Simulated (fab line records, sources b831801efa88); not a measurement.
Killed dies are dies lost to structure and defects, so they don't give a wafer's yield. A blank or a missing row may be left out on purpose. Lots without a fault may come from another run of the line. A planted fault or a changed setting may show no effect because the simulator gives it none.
fab line records | flow sky130
record lots=5 wafers=15 last_day=50
route steps=708 shown POLY_GATE@218 LDD_N@237 LDD_P@255
lots that met no fault: from a run of the same line without faults
start_h: hours from the record's first day to the start of the lot's first wafer shown | wait_h: hours since the lot's step before | " the same as in the row above | L1.1+2: a row that stands for several wafers | - no value, or no start given | * or withheld: withheld | < > ~ a bound
route shown NAME@n: a module of which the file shows steps, and the number in the route of the first | usual: mean/standard deviation of fault-free wafers | same: alike in all rows | chamber/n: place in a boat | sites: the reading at each site | _std_site: their standard deviation | _edge_site: outer sites' mean less inner sites' | radius_mm: how far each site lies from the wafer's centre | mask NAME#n: copy n | behind: the tool/chamber that last shaped the wafer | hold: why the lot was held/for how many hours/how that ended | device: the transistor (n, p or np) that didn't switch | end of line: the same wafers' tests at the end of the route | a step without rows: its recipe alone | killed: dies lost to structure and defects at the first sort, not the wafer's yield | map: a wafer's dies, x killed, . not, _ none there
set.NAME: the setting as run; set.NAME@STEP: as run at that earlier step | model.NAME: the simulator's own value behind a step, which no gauge read
lots at some steps of the route; a table a step, a row a wafer
services: from which hour (start_h, from the record's first day; less than 0 if before it) a tool's chamber was out of use, for how many hours, and why
## steps
# step SKY_POLY_GATE_THK_MEAS_04
# recipe reads=Si3N4_of_POLY_GATE_CVD_03
# usual POLY_GATE_CVD_03_THK=75.0/0.73
# columns lot.wafer tool chamber start_h wait_h POLY_GATE_CVD_03_THK[nm]
L075.1 film_metro-01 - 347.72 0.0 75.2
L075.4 " - " " 74.8
L075.6 " - " " 75.7
L077.2 film_metro-01 - 367.29 0.0 75.8
L077.3 " - " " 75.4
L077.4 " - " " 75.3
L079.1 film_metro-01 - 382.15 0.0 75.5
L079.2 " - " " 75.0
L079.5 " - " " 75.8
L085.2 film_metro-03 - 443.43 0.0 74.9
L085.3 " - " " 75.3
L085.4 " - " " 75.7
L096.1 film_metro-01 - 529.11 0.0 74.6
L096.4 " - " " 74.4
L096.5 " - " " 74.8
# step SKY_POLY_GATE_DEHYDRATE_05
# recipe temp_c=200 time_s=60
# columns lot.wafer tool chamber start_h wait_h
L075.1+4+6 litho_track-03 0 361.10 13.4
L077.2+3+4 litho_track-04 0 379.92 12.6
L079.1+2+5 litho_track-02 0 395.52 13.4
L085.2+3+4 litho_track-04 0 458.57 15.1
L096.1+4+5 litho_track-04 0 543.54 14.4
# step SKY_POLY_GATE_HMDS_06
# recipe prime_time_s=60 prime_temp_c=120
# columns lot.wafer tool chamber start_h wait_h
L075.1+4+6 litho_track-03 0 361.25 0.1
L077.2+3+4 litho_track-04 0 380.07 0.1
L079.1+2+5 litho_track-02 0 395.67 0.1
L085.2+3+4 litho_track-04 0 458.72 0.1
L096.1+4+5 litho_track-04 0 543.69 0.1
# step SKY_POLY_GATE_COAT_07
# recipe resist=BARC temp_c=withheld time_s=withheld spin_rpm=3000 resist_thk_nm=110
# usual dispense_pressure_kPa=50/4.3
# columns lot.wafer tool chamber start_h wait_h dispense_pressure_kPa
L075.1 litho_track-03 0 361.40 0.1 55
L075.4 " 0 " " 55
L075.6 " 0 " " 55
L077.2 litho_track-04 0 380.22 0.1 53
L077.3 " 0 " " 53
L077.4 " 0 " " 53
L079.1 litho_track-02 0 395.82 0.1 45
L079.2 " 0 " " 45
L079.5 " 0 " " 45
L085.2 litho_track-04 0 458.87 0.1 53
L085.3 " 0 " " 53
L085.4 " 0 " " 53
L096.1 litho_track-04 0 543.84 0.1 53
L096.4 " 0 " " 53
L096.5 " 0 " " 53
# step SKY_POLY_GATE_COAT_08
# recipe resist=KrF-thick spin_rpm=3000 resist_thk_nm=441.2
# usual dispense_pressure_kPa=50/4.3
# columns lot.wafer tool chamber start_h wait_h dispense_pressure_kPa
L075.1 litho_track-03 0 - - 55
L075.4 " 0 " " 55
L075.6 " 0 " " 55
L077.2 litho_track-04 0 - - 53
L077.3 " 0 " " 53
L077.4 " 0 " " 53
L079.1 litho_track-02 0 - - 45
L079.2 " 0 " " 45
L079.5 " 0 " " 45
L085.2 litho_track-04 0 - - 53
L085.3 " 0 " " 53
L085.4 " 0 " " 53
L096.1 litho_track-04 0 - - 53
L096.4 " 0 " " 53
L096.5 " 0 " " 53
# step SKY_POLY_GATE_SOFTBAKE_09
# recipe temp_c=100 time_s=90 resist=KrF-thick
# columns lot.wafer tool chamber start_h wait_h
L075.1+4+6 litho_track-03 0 - -
L077.2+3+4 litho_track-04 0 - -
L079.1+2+5 litho_track-02 0 - -
L085.2+3+4 litho_track-04 0 - -
L096.1+4+5 litho_track-04 0 - -
# step SKY_POLY_GATE_EXPOSE_10
# recipe mask_id=P1M na=0.68 source_shape=conventional sigma_outer=0.6 target_cd_nm=150 dose_mj=28
# columns lot.wafer tool chamber start_h wait_h mask
L075.1+4+6 krf_scanner-02 0 - - P1M#0
L077.2+3+4 krf_scanner-01 0 - - P1M#0
L079.1+2+5 krf_scanner-02 0 - - P1M#0
L085.2+3+4 krf_scanner-01 0 - - P1M#0
L096.1+4+5 krf_scanner-01 0 - - P1M#0
# step SKY_POLY_GATE_PEB_11
# recipe peb_temp_c=withheld peb_time_s=withheld resist=KrF-thick
# columns lot.wafer tool chamber start_h wait_h
L075.1+4+6 litho_track-04 0 - -
L077.2+3+4 litho_track-03 0 - -
L079.1+2+5 litho_track-02 0 - -
L085.2+3+4 litho_track-04 0 - -
L096.1+4+5 litho_track-02 0 - -
# step SKY_POLY_GATE_DEVELOP_12
# recipe develop_time_s=60 resist=KrF-thick dev_temp_c=21
# columns lot.wafer tool chamber start_h wait_h
L075.1+4+6 litho_track-04 0 - -
L077.2+3+4 litho_track-03 0 - -
L079.1+2+5 litho_track-02 0 - -
L085.2+3+4 litho_track-04 0 - -
L096.1+4+5 litho_track-02 0 - -
# step SKY_POLY_GATE_CD_MEAS_13
# recipe target_cd_nm=150
# usual cd_nm=150.1/1.4
# columns lot.wafer tool chamber start_h wait_h cd_nm
L075.1 cd_sem-01 - 374.74 - 150.1
L075.4 " - " " 149.4
L075.6 " - " " 150.0
L077.2 cd_sem-01 - 394.87 - 148.9
L077.3 " - " " 148.9
L077.4 " - " " 148.7
L079.1 cd_sem-01 - 411.37 - 150.3
L079.2 " - " " 150.0
L079.5 " - " " 149.7
L085.2 cd_sem-02 - 475.21 - 148.9
L085.3 " - " " 150.5
L085.4 " - " " 150.7
L096.1 cd_sem-02 - 559.12 - 151.8
L096.4 " - " " 151.1
L096.5 " - " " 150.4
# step SKY_POLY_GATE_OVL_MEAS_14
# usual POLY_GATE_OVL=2/5.8
# columns lot.wafer tool chamber start_h wait_h POLY_GATE_OVL[nm]
L075.1 overlay-02 - 374.86 0.1 4
L075.4 " - " " 15
L075.6 " - " " 5
L077.2 overlay-02 - 394.98 0.1 -2
L077.3 " - " " -7
L077.4 " - " " -2
L079.1 overlay-02 - 411.49 0.1 0
L079.2 " - " " -2
L079.5 " - " " -5
L085.2 overlay-02 - 475.32 0.1 6
L085.3 " - " " 3
L085.4 " - " " 9
L096.1 overlay-02 - 559.24 0.1 0
L096.4 " - " " 10
L096.5 " - " " 3
# step SKY_POLY_GATE_ETCH_15
# recipe chemistry=N2/H2 target=BARC ion_energy_ev=194.4 source_w=500 bias_w=100 pressure_mtorr=30 n2_flow_sccm=100 h2_flow_sccm=200 stop_on=SiO2 time_s=118.5 target_depth_a=1100
# usual drypump_motor_current_A=5.6/0.36 oes_product_au=0.715/0.0052 rf_fwd_power_W=497.3/1.9 throttle_valve_pct=13.212/0.0095
# columns lot.wafer tool chamber start_h wait_h drypump_motor_current_A oes_product_au rf_fwd_power_W rf_hours_counter_h throttle_valve_pct
L075.1 rie_diel-03 3 374.90 0.0 5.4 0.711 496.3 3 13.205
L075.4 " 0 " " 5.1 0.716 495.7 24 13.215
L075.6 " 2 " " 6.1 0.709 499.6 - 13.201
L077.2 rie_diel-01 1 395.01 0.0 4.9 0.711 495.3 96 13.226
L077.3 " 3 " " 5.6 0.719 496.8 5 13.198
L077.4 " 2 " " 5.9 0.712 498.8 5 13.242
L079.1 rie_diel-01 2 411.52 0.0 5.9 0.717 502.1 5 13.209
L079.2 " 3 " " 5.6 0.714 493.7 5 13.222
L079.5 " 3 " " 5.6 0.713 494.3 - 13.207
L085.2 rie_diel-01 3 475.35 0.0 5.6 0.707 497.2 7 13.204
L085.3 " 1 " " 4.8 0.723 494.8 97 13.216
L085.4 " 3 " " 5.6 0.715 495.8 - 13.214
L096.1 rie_diel-01 0 559.27 0.0 5.7 0.715 500.6 8 13.204
L096.4 " 1 " " 4.8 0.709 492.7 1 13.194
L096.5 " 0 " " 5.7 0.701 498.4 - 13.210
# step SKY_POLY_GATE_ETCH_16
# recipe stop_on=poly-Si chemistry=CH3F/O2 target=Si3N4 source_w=400 bias_w=80 pressure_mtorr=25 ch3f_flow_sccm=40 O2_flow_sccm=30 time_s=147.5 target_depth_a=750
# usual drypump_motor_current_A=5.5/0.36 oes_product_au=0.640/0.0051 rf_fwd_power_W=398.4/1.4 throttle_valve_pct=10.535/0.01
# columns lot.wafer tool chamber start_h wait_h drypump_motor_current_A oes_product_au rf_fwd_power_W rf_hours_counter_h throttle_valve_pct
L075.1 rie_diel-03 3 374.98 0.0 5.4 0.642 398.3 3 10.543
L075.4 " 0 " " 5.0 0.638 398.9 24 10.537
L075.6 " 2 " " 6.0 0.644 398.4 - 10.521
L077.2 rie_diel-01 1 395.09 0.0 4.9 0.647 397.2 96 10.541
L077.3 " 3 " " 5.6 0.637 396.9 5 10.529
L077.4 " 2 " " 5.9 0.637 397.6 5 10.548
L079.1 rie_diel-01 2 411.60 0.0 5.9 0.649 399.6 5 10.526
L079.2 " 3 " " 5.6 0.643 397.3 5 10.530
L079.5 " 3 " " 5.6 0.645 397.8 - 10.531
L085.2 rie_diel-01 3 475.43 0.0 5.6 0.640 400.0 7 10.531
L085.3 " 1 " " 4.9 0.641 395.3 97 10.536
L085.4 " 3 " " 5.6 0.638 400.5 - 10.547
L096.1 rie_diel-01 0 559.35 0.0 5.7 0.646 397.4 8 10.525
L096.4 " 1 " " 4.9 0.638 396.0 1 10.559
L096.5 " 0 " " 5.7 0.637 398.2 - 10.540
# step SKY_POLY_GATE_ETCH_17
# recipe target_depth_nm=180 stop_on=SiO2 over_etch_frac=0.56667 chemistry=HBr/Cl2 target=poly-Si icp_w=400 bias_w=100 pressure_mtorr=10 HBr_flow_sccm=150 Cl2_flow_sccm=50 time_s=70.5
# usual HBr_flow_sccm=150.0/0.45 drypump_motor_current_A=5.65/0.24 oes_product_au=0.981/0.0067 rf_fwd_power_W=397.3/1.3 throttle_valve_pct=33.685/0.0089
# columns lot.wafer tool chamber start_h wait_h HBr_flow_sccm drypump_motor_current_A oes_product_au rf_fwd_power_W rf_hours_counter_h throttle_valve_pct
L075.1 rie_si-01 3 375.08 0.0 150.9 5.82 0.984 398.8 9 33.680
L075.4 " 2 " " 149.7 5.63 0.986 396.0 3 33.690
L075.6 " 2 " " 149.7 5.62 0.983 396.0 - 33.688
L077.2 rie_si-02 3 395.19 0.0 149.6 5.49 0.993 396.1 6 33.696
L077.3 " 0 " " 149.3 5.53 0.983 395.9 24 33.680
L077.4 " 1 " " 149.5 6.40 0.983 398.8 2 33.688
L079.1 rie_si-01 0 411.70 0.0 149.7 5.40 0.984 397.8 2 33.697
L079.2 " 2 " " 149.3 5.61 0.982 398.6 3 33.673
L079.5 " 3 " " 149.7 5.79 0.992 396.4 - 33.683
L085.2 rie_si-01 3 475.53 0.0 149.6 5.78 0.985 400.9 10 33.699
L085.3 " 2 " " 150.6 5.59 0.974 397.1 4 33.679
L085.4 " 0 " " 150.7 5.42 0.979 396.6 3 33.683
L096.1 rie_si-02 2 559.45 0.0 150.1 5.56 0.980 397.0 2 33.680
L096.4 " 1 " " 150.2 6.38 0.977 396.0 3 33.679
L096.5 " 1 " " 149.4 6.38 0.990 396.3 - 33.691
# step SKY_POLY_GATE_STRIP_18
# recipe chemistry=O2/N2 power_w=1400 pressure_mtorr=1500 platen_temp_c=withheld o2_flow_sccm=3000 n2_flow_sccm=300 overash_fraction=0.5
# usual drypump_motor_current_A=5.4/0.46 oes_product_au=0.358/0.0047 strip_time_to_endpoint_s=3.10/0.031
# columns lot.wafer tool chamber start_h wait_h drypump_motor_current_A oes_product_au rf_hours_counter_h strip_time_to_endpoint_s
L075.1 plasma_asher-04 1 375.14 0.0 5.0 0.354 56 3.10
L075.4 " 0 " " 5.6 0.353 - 3.14
L075.6 " 1 " " 5.0 0.355 - 3.14
L077.2 plasma_asher-02 0 395.24 0.0 5.9 0.352 71 3.04
L077.3 " 1 " " 4.7 0.357 - 3.04
L077.4 " 0 " " 5.8 0.360 - 3.07
L079.1 plasma_asher-04 1 411.76 0.0 5.1 0.358 60 3.10
L079.2 " 0 " " 5.6 0.349 60 3.13
L079.5 " 1 " " 5.1 0.356 - 3.09
L085.2 plasma_asher-04 1 475.59 0.0 5.0 0.358 66 3.10
L085.3 " 1 " " 5.0 0.364 - 3.13
L085.4 " 0 " " 5.6 0.352 - 3.11
L096.1 plasma_asher-03 0 559.51 0.0 5.9 0.355 11 3.05
L096.4 " 0 " " 6.0 0.356 - 3.11
L096.5 " 0 " " 6.0 0.355 - 3.04
# step SKY_POLY_GATE_CLEAN_19
# recipe chemistry=SC1/SC2 mix=1:4:20 temp_c=70 time_s=150 dry=n2_spin
# usual bath_heat_duty_pct=13.7/1.6 temp_c=69.99/0.13
# columns lot.wafer tool chamber start_h wait_h bath_heat_duty_pct temp_c
L075.1 wet_bench-04 3 375.24 0.1 10.7 69.85
L075.4 " 3 " " 10.5 69.85
L075.6 " 3 " " 10.9 69.91
L077.2 wet_bench-02 3 395.34 0.1 15.2 69.98
L077.3 " 3 " " 15.7 70.19
L077.4 " 3 " " 17.1 70.01
L079.1 wet_bench-01 2 411.86 0.1 13.5 69.97
L079.2 " 2 " " 11.4 70.15
L079.5 " 2 " " 12.1 69.94
L085.2 wet_bench-01 1 475.69 0.1 15.8 70.01
L085.3 " 1 " " 14.9 70.07
L085.4 " 1 " " 17.1 69.99
L096.1 wet_bench-01 2 559.61 0.1 12.9 69.90
L096.4 " 2 " " 12.7 69.87
L096.5 " 2 " " 13.2 69.89
# step SKY_POLY_GATE_OXIDATION_20
# recipe temp_c=850 ambient=O2 stabilise_s=600 purge_s=300 target_thk_a=40 ox_time_s=899
# usual ox_temp_c=850.0/0.37 spike_tc_centre_C=850.9/1.5
# columns lot.wafer tool chamber start_h wait_h ox_temp_c spike_tc_centre_C
L075.1 furnace-01 0 376.13 0.8 850.0 849.2
L075.4 " 0 " " 850.2 851.6
L075.6 " 0 " " 850.1 851.7
L077.2 furnace-02 0 396.63 1.2 850.0 850.7
L077.3 " 0 " " 850.0 849.9
L077.4 " 0 " " 850.1 848.4
L079.1 furnace-02 0 411.97 0.0 849.4 850.8
L079.2 " 0 " " 850.2 849.3
L079.5 " 0 " " 850.1 849.2
L085.2 furnace-02 0 475.74 0.0 849.6 849.2
L085.3 " 0 " " 849.7 849.8
L085.4 " 0 " " 850.2 848.3
L096.1 furnace-02 0 559.66 0.0 849.4 850.2
L096.4 " 0 " " 849.8 850.1
L096.5 " 0 " " 849.4 849.1
# step SKY_POLY_GATE_THK_MEAS_21
# recipe reads=SiO2_of_POLY_GATE_OXIDATION_20
# usual POLY_GATE_OXIDATION_THK=3.99/0.074
# columns lot.wafer tool chamber start_h wait_h POLY_GATE_OXIDATION_THK[nm]
L075.1 film_metro-01 - 377.39 0.0 3.87
L075.4 " - " " 4.02
L075.6 " - " " 3.84
L077.2 film_metro-03 - 397.89 0.0 3.87
L077.3 " - " " 3.87
L077.4 " - " " 3.90
L079.1 film_metro-01 - 413.22 0.0 3.92
L079.2 " - " " 3.97
L079.5 " - " " 4.02
L085.2 film_metro-02 - 476.99 0.0 4.05
L085.3 " - " " 3.99
L085.4 " - " " 4.05
L096.1 film_metro-03 - 560.91 0.0 4.01
L096.4 " - " " 4.01
L096.5 " - " " 3.97
# step SKY_POLY_GATE_CD_MEAS_22
# usual cd_nm=150.1/1.8
# columns lot.wafer tool chamber start_h wait_h cd_nm
L075.1 cd_sem-01 - 377.45 0.1 150.8
L075.4 " - " " 148.0
L075.6 " - " " 149.5
L077.2 cd_sem-01 - 397.97 0.1 147.8
L077.3 " - " " 147.0
L077.4 " - " " 150.2
L079.1 cd_sem-01 - 413.28 0.1 150.5
L079.2 " - " " 148.4
L079.5 " - " " 148.5
L085.2 cd_sem-02 - 477.07 0.1 148.0
L085.3 " - " " 150.9
L085.4 " - " " 149.8
L096.1 cd_sem-01 - 560.97 0.1 154.2
L096.4 " - " " 153.8
L096.5 " - " " 152.0
# step SKY_LDD_N_DEHYDRATE_00
# recipe temp_c=200 time_s=60
# columns lot.wafer tool chamber start_h wait_h
L075.1+4+6 litho_track-01 0 391.34 13.9
L077.2+3+4 litho_track-03 0 412.67 14.7
L079.1+2+5 litho_track-04 0 427.64 14.3
L085.2+3+4 litho_track-03 0 491.72 14.6
L096.1+4+5 litho_track-04 0 575.19 14.2
# step SKY_LDD_N_HMDS_01
# recipe prime_time_s=60 prime_temp_c=120
# columns lot.wafer tool chamber start_h wait_h
L075.1+4+6 litho_track-01 0 391.49 0.1
L077.2+3+4 litho_track-03 0 412.82 0.1
L079.1+2+5 litho_track-04 0 427.79 0.1
L085.2+3+4 litho_track-03 0 491.87 0.1
L096.1+4+5 litho_track-04 0 575.34 0.1
# step SKY_LDD_N_COAT_02
# recipe resist=NOVOLAK spin_rpm=3000 resist_thk_nm=300
# usual dispense_pressure_kPa=53.7/1
# columns lot.wafer tool chamber start_h wait_h dispense_pressure_kPa
L075.1 litho_track-01 0 391.64 0.1 54.8
L075.4 " 0 " " 54.9
L075.6 " 0 " " 54.9
L077.2 litho_track-03 0 412.97 0.1 54.6
L077.3 " 0 " " 54.7
L077.4 " 0 " " 54.7
L079.1 litho_track-04 0 427.94 0.1 52.7
L079.2 " 0 " " 52.7
L079.5 " 0 " " 52.7
L085.2 litho_track-03 0 492.02 0.1 54.7
L085.3 " 0 " " 54.6
L085.4 " 0 " " 54.6
L096.1 litho_track-04 0 575.49 0.1 52.7
L096.4 " 0 " " 52.8
L096.5 " 0 " " 52.7
# step SKY_LDD_N_SOFTBAKE_03
# recipe temp_c=90 time_s=60 resist=NOVOLAK
# columns lot.wafer tool chamber start_h wait_h
L075.1+4+6 litho_track-01 0 391.79 0.1
L077.2+3+4 litho_track-03 0 413.12 0.1
L079.1+2+5 litho_track-04 0 428.09 0.1
L085.2+3+4 litho_track-03 0 492.17 0.1
L096.1+4+5 litho_track-04 0 575.64 0.1
# step SKY_LDD_N_EXPOSE_04
# recipe mask_id=NTM target_cd_nm=840 na=0.6 source_shape=conventional sigma_outer=0.6 dose_mj=110
# columns lot.wafer tool chamber start_h wait_h mask
L075.1+4+6 iline_stepper-02 0 - - NTM#0
L077.2+3+4 iline_stepper-01 0 - - NTM#0
L079.1+2+5 iline_stepper-02 0 - - NTM#0
L085.2+3+4 iline_stepper-02 0 - - NTM#0
L096.1+4+5 iline_stepper-01 0 - - NTM#0
# step SKY_LDD_N_PEB_05
# recipe temp_c=withheld time_s=* resist=NOVOLAK
# columns lot.wafer tool chamber start_h wait_h
L075.1+4+6 litho_track-04 0 - -
L077.2+3+4 litho_track-01 0 - -
L079.1+2+5 litho_track-01 0 - -
L085.2+3+4 litho_track-04 0 - -
L096.1+4+5 litho_track-01 0 - -
# step SKY_LDD_N_DEVELOP_06
# recipe develop_time_s=60 dev_temp_c=23
# columns lot.wafer tool chamber start_h wait_h
L075.1+4+6 litho_track-04 0 406.24 0.1
L077.2+3+4 litho_track-01 0 427.82 0.1
L079.1+2+5 litho_track-01 0 443.49 0.1
L085.2+3+4 litho_track-04 0 507.67 0.1
L096.1+4+5 litho_track-01 0 589.49 0.1
# step SKY_LDD_N_OVL_MEAS_07
# usual LDD_N_OVL=-0.3/1.5
# columns lot.wafer tool chamber start_h wait_h LDD_N_OVL[nm]
L075.1 overlay-02 - 406.39 0.1 2.6
L075.4 " - " " 2.6
L075.6 " - " " 2.0
L077.2 overlay-01 - 427.95 0.1 1.1
L077.3 " - " " -0.6
L077.4 " - " " -0.9
L079.1 overlay-02 - 443.64 0.1 -1.2
L079.2 " - " " 0.8
L079.5 " - " " -0.1
L085.2 overlay-01 - 507.80 0.1 -1.1
L085.3 " - " " -0.4
L085.4 " - " " -1.2
L096.1 overlay-01 - 589.64 0.1 -4.3
L096.4 " - " " -0.3
L096.5 " - " " -0.3
# step SKY_LDD_N_IMPLANT_08
# recipe species=As energy_kev=20 dose_cm2=7.5e+13 tilt_deg=withheld rotation_deg=23
# columns lot.wafer tool chamber start_h wait_h
L075.1+4+6 implanter-02 0 406.44 0.0
L077.2+3+4 implanter-02 0 428.01 0.0
L079.1+2+5 implanter-02 0 443.68 0.0
L085.2+3+4 implanter-04 0 507.85 0.0
L096.1+4+5 implanter-03 0 589.68 0.0
# step SKY_LDD_N_IMPLANT_09
# recipe species=As energy_kev=20 dose_cm2=7.5e+13 tilt_deg=withheld rotation_deg=113
# columns lot.wafer tool chamber start_h wait_h
L075.1+4+6 implanter-02 0 406.59 0.1
L077.2+3+4 implanter-02 0 428.16 0.1
L079.1+2+5 implanter-02 0 443.83 0.1
L085.2+3+4 implanter-04 0 508.00 0.1
L096.1+4+5 implanter-03 0 589.83 0.1
# step SKY_LDD_N_IMPLANT_10
# recipe species=As energy_kev=20 dose_cm2=7.5e+13 tilt_deg=withheld rotation_deg=203
# columns lot.wafer tool chamber start_h wait_h
L075.1+4+6 implanter-02 0 406.74 0.1
L077.2+3+4 implanter-02 0 428.31 0.1
L079.1+2+5 implanter-02 0 443.98 0.1
L085.2+3+4 implanter-04 0 508.15 0.1
L096.1+4+5 implanter-03 0 589.98 0.1
# step SKY_LDD_N_IMPLANT_11
# recipe species=As energy_kev=20 dose_cm2=7.5e+13 tilt_deg=withheld rotation_deg=293
# columns lot.wafer tool chamber start_h wait_h
L075.1+4+6 implanter-02 0 406.89 0.1
L077.2+3+4 implanter-02 0 428.46 0.1
L079.1+2+5 implanter-02 0 444.13 0.1
L085.2+3+4 implanter-04 0 508.30 0.1
L096.1+4+5 implanter-03 0 590.13 0.1
# step SKY_LDD_N_IMPLANT_12
# recipe species=BF2 energy_kev=50 dose_cm2=5e+12 tilt_deg=30 rotation_deg=0
# columns lot.wafer tool chamber start_h wait_h
L075.1+4+6 implanter-02 0 407.04 0.1
L077.2+3+4 implanter-02 0 428.61 0.1
L079.1+2+5 implanter-02 0 444.28 0.1
L085.2+3+4 implanter-04 0 508.45 0.1
L096.1+4+5 implanter-03 0 590.28 0.1
# step SKY_LDD_N_IMPLANT_13
# recipe species=BF2 energy_kev=50 dose_cm2=5e+12 tilt_deg=30 rotation_deg=90
# columns lot.wafer tool chamber start_h wait_h
L075.1+4+6 implanter-02 0 407.19 0.1
L077.2+3+4 implanter-02 0 428.76 0.1
L079.1+2+5 implanter-02 0 444.43 0.1
L085.2+3+4 implanter-04 0 508.60 0.1
L096.1+4+5 implanter-03 0 590.43 0.1
# step SKY_LDD_N_IMPLANT_14
# recipe species=BF2 energy_kev=50 dose_cm2=5.121e+12 tilt_deg=30 rotation_deg=180
# columns lot.wafer tool chamber start_h wait_h
L075.1+4+6 implanter-02 0 407.34 0.1
L077.2+3+4 implanter-02 0 428.91 0.1
L079.1+2+5 implanter-02 0 444.58 0.1
L085.2+3+4 implanter-04 0 508.75 0.1
L096.1+4+5 implanter-03 0 590.58 0.1
# step SKY_LDD_N_IMPLANT_15
# recipe species=BF2 energy_kev=50 dose_cm2=5e+12 tilt_deg=30 rotation_deg=270
# columns lot.wafer tool chamber start_h wait_h
L075.1+4+6 implanter-02 0 407.49 0.1
L077.2+3+4 implanter-02 0 429.06 0.1
L079.1+2+5 implanter-02 0 444.73 0.1
L085.2+3+4 implanter-04 0 508.90 0.1
L096.1+4+5 implanter-03 0 590.73 0.1
# step SKY_LDD_N_STRIP_16
# recipe chemistry=O2/N2 power_w=1400 pressure_mtorr=1500 platen_temp_c=withheld o2_flow_sccm=3000 n2_flow_sccm=300 overash_fraction=0.5
# usual drypump_motor_current_A=5.4/0.34 oes_product_au=0.406/0.0042 strip_time_to_endpoint_s=4.309/0.016
# columns lot.wafer tool chamber start_h wait_h drypump_motor_current_A oes_product_au rf_hours_counter_h strip_time_to_endpoint_s
L075.1 plasma_asher-02 0 407.64 0.1 5.9 0.403 72 4.323
L075.4 " 0 " " 5.8 0.406 - 4.304
L075.6 " 1 " " 4.7 0.406 - 4.317
L077.2 plasma_asher-04 1 429.18 0.1 5.1 0.403 62 4.340
L077.3 " 1 " " 5.1 0.411 - 4.311
L077.4 " 0 " " 5.6 0.401 - 4.325
L079.1 plasma_asher-02 0 444.88 0.1 5.8 0.394 76 4.328
L079.2 " 1 " " 4.7 0.402 76 4.333
L079.5 " 1 " " 4.7 0.407 - 4.316
L085.2 plasma_asher-04 1 509.03 0.1 5.0 0.397 70 4.281
L085.3 " 0 " " 5.6 0.402 - 4.304
L085.4 " 1 " " 5.0 0.406 - 4.324
L096.1 plasma_asher-01 0 590.88 0.1 5.5 0.408 46 4.307
L096.4 " 1 " " 5.5 0.409 - 4.301
L096.5 " 0 " " 5.5 0.416 - 4.318
# step SKY_LDD_N_TW_MEAS_17
# usual LDD_N_TW=2589/14
# columns lot.wafer tool chamber start_h wait_h LDD_N_TW
L075.1 film_metro-02 - 407.74 0.1 2604
L075.4 " - " " 2598
L075.6 " - " " 2586
L077.2 film_metro-04 - 429.29 0.1 2603
L077.3 " - " " 2586
L077.4 " - " " 2599
L079.1 film_metro-01 - 444.98 0.1 2578
L079.2 " - " " 2587
L079.5 " - " " 2590
L085.2 film_metro-04 - 509.14 0.1 2582
L085.3 " - " " 2591
L085.4 " - " " 2597
L096.1 film_metro-01 - 590.98 0.1 2577
L096.4 " - " " 2596
L096.5 " - " " 2596
# step SKY_LDD_P_DEHYDRATE_00
# recipe temp_c=200 time_s=60
# columns lot.wafer tool chamber start_h wait_h
L075.1+4+6 litho_track-04 0 422.19 14.4
L077.2+3+4 litho_track-04 0 444.87 15.6
L079.1+2+5 litho_track-04 0 459.69 14.7
L085.2+3+4 litho_track-04 0 523.72 14.6
L096.1+4+5 litho_track-01 0 604.94 14.0
# step SKY_LDD_P_HMDS_01
# recipe prime_time_s=60 prime_temp_c=120
# columns lot.wafer tool chamber start_h wait_h
L075.1+4+6 litho_track-04 0 422.34 0.1
L077.2+3+4 litho_track-04 0 445.02 0.1
L079.1+2+5 litho_track-04 0 459.84 0.1
L085.2+3+4 litho_track-04 0 523.87 0.1
L096.1+4+5 litho_track-01 0 605.09 0.1
# step SKY_LDD_P_COAT_02
# recipe resist=NOVOLAK spin_rpm=3000 resist_thk_nm=1140
# usual dispense_pressure_kPa=52/3.8
# columns lot.wafer tool chamber start_h wait_h dispense_pressure_kPa
L075.1 litho_track-04 0 422.49 0.1 53
L075.4 " 0 " " 53
L075.6 " 0 " " 53
L077.2 litho_track-04 0 445.17 0.1 53
L077.3 " 0 " " 53
L077.4 " 0 " " 53
L079.1 litho_track-04 0 459.99 0.1 53
L079.2 " 0 " " 53
L079.5 " 0 " " 53
L085.2 litho_track-04 0 524.02 0.1 53
L085.3 " 0 " " 53
L085.4 " 0 " " 53
L096.1 litho_track-01 0 605.24 0.1 55
L096.4 " 0 " " 55
L096.5 " 0 " " 55
# step SKY_LDD_P_SOFTBAKE_03
# recipe temp_c=90 time_s=60 resist=NOVOLAK
# columns lot.wafer tool chamber start_h wait_h
L075.1+4+6 litho_track-04 0 422.64 0.1
L077.2+3+4 litho_track-04 0 445.32 0.1
L079.1+2+5 litho_track-04 0 460.14 0.1
L085.2+3+4 litho_track-04 0 524.17 0.1
L096.1+4+5 litho_track-01 0 605.39 0.1
# step SKY_LDD_P_EXPOSE_04
# recipe mask_id=PSDM na=0.6 source_shape=conventional sigma_outer=0.6 polarization=unpolarized target_cd_nm=380 dose_mj=138
# columns lot.wafer tool chamber start_h wait_h mask
L075.1+4+6 iline_stepper-01 0 - - PSDM#0
L077.2+3+4 iline_stepper-01 0 - - PSDM#0
L079.1+2+5 iline_stepper-01 0 - - PSDM#0
L085.2+3+4 iline_stepper-02 0 - - PSDM#0
L096.1+4+5 iline_stepper-01 0 - - PSDM#0
# step SKY_LDD_P_PEB_05
# recipe temp_c=withheld time_s=* resist=NOVOLAK
# columns lot.wafer tool chamber start_h wait_h
L075.1+4+6 litho_track-02 0 - -
L077.2+3+4 litho_track-04 0 - -
L079.1+2+5 litho_track-01 0 - -
L085.2+3+4 litho_track-04 0 - -
L096.1+4+5 litho_track-04 0 - -
# step SKY_LDD_P_DEVELOP_06
# recipe resist=NOVOLAK developer=TMAH develop_time_s=60 dev_temp_c=23
# columns lot.wafer tool chamber start_h wait_h
L075.1+4+6 litho_track-02 0 437.72 0.1
L077.2+3+4 litho_track-04 0 460.47 0.1
L079.1+2+5 litho_track-01 0 474.99 0.1
L085.2+3+4 litho_track-04 0 539.12 0.1
L096.1+4+5 litho_track-04 0 618.14 0.1
## services
# columns tool chamber start_h hours kind
iline_stepper-01 - 374.89 1.7 pm
implanter-02 - 381.70 4.0 pm
implanter-02 - 386.75 1.1 repair
implanter-03 - 387.73 2.6 repair
rie_diel-01 - 396.19 1.0 repair
implanter-04 - 396.82 3.8 pm
implanter-02 - 408.91 3.0 repair
implanter-04 - 454.38 26.6 pm
implanter-03 - 459.30 2.3 repair
implanter-02 - 468.71 3.8 repair
plasma_asher-04 - 471.13 0.5 repair
rie_diel-01 2 472.39 10.8 repair
rie_diel-01 0 484.43 6.8 repair
rie_diel-01 3 487.15 14.9 repair
rie_diel-01 0 493.83 9.9 repair
implanter-02 - 508.42 4.0 pm
implanter-02 - 527.32 4.0 repair
implanter-03 - 531.66 2.6 repair
iline_stepper-01 - 538.54 4.4 pm
rie_diel-01 - 541.82 2.8 pm
implanter-04 - 564.33 1.2 repair
implanter-02 - 592.76 2.9 repair
iline_stepper-01 - 593.07 1.7 pm
plasma_asher-04 - 597.72 28.1 pm
## key
fault none
